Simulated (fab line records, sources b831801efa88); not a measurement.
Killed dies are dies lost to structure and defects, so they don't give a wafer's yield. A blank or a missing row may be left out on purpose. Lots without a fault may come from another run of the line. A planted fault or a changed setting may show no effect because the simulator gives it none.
Which tool did it? | flow sky130 | 11 lots, 33 wafers sampled, at 1 step of a route of 708

WHAT THE GAUGES READ, wafer by wafer
SKY_METAL2_CD_MEAS_15: target cd 140 nm. Usual: cd_nm 140.3 nm, standard deviation 1.3.
lot  | measured     | on        | cd_nm (nm)        | flag
L602 | day 35 14:58 | cd_sem-01 | 141.1 140.1 142.2 |
L604 | day 36 07:32 | cd_sem-02 | 141.2 141.0 141.8 |
L607 | day 37 00:10 | cd_sem-01 | 141.9 140.2 141.5 |
L608 | day 37 09:55 | cd_sem-01 | 138.7 139.5 140.0 |
L609 | day 37 19:53 | cd_sem-02 | 138.2 138.4 140.2 |
L610 | day 38 02:20 | cd_sem-01 | 140.2 138.9 140.2 |
L611 | day 38 08:34 | cd_sem-01 | 139.2 138.5 138.3 |
L614 | day 40 12:48 | cd_sem-02 | 141.2 140.3 140.9 |
L620 | day 40 20:37 | cd_sem-01 | 141.9 139.8 140.3 |
L621 | day 41 00:42 | cd_sem-02 | 138.8 138.1 139.1 |
L622 | day 41 16:56 | cd_sem-02 | 140.2 138.4 139.1 |

WHICH TOOL RAN EACH LOT (tool, then ch and the chambers of the sampled wafers, then the start)
The record holds no process step before these readings.

WHAT THE TOOLS THEMSELVES READ (means of the sampled wafers that have a number; where no wafer has one, the mark that the record gives instead)
The record holds no such reading with a usual standard deviation.

THE ANSWER, worked out from the rows above alone
Rule: a lot is off if the mean of its wafers that have a number lies more than 3 standard deviations from the usual mean. A lot without any number at a reading at which 4 lots or more have one is off too. The other lots that the step has rows for count as sound. The gauges are gone through in route order, then the tools' own readings, and for those a lot's mean is taken as printed above. The first step at which some lot is off is used, and at that step the reading that is off furthest; a lot without a number counts as furthest.
No lot is off at any reading shown: from this, nothing can be told.

WHAT THE SIMULATOR HAD PUT IN
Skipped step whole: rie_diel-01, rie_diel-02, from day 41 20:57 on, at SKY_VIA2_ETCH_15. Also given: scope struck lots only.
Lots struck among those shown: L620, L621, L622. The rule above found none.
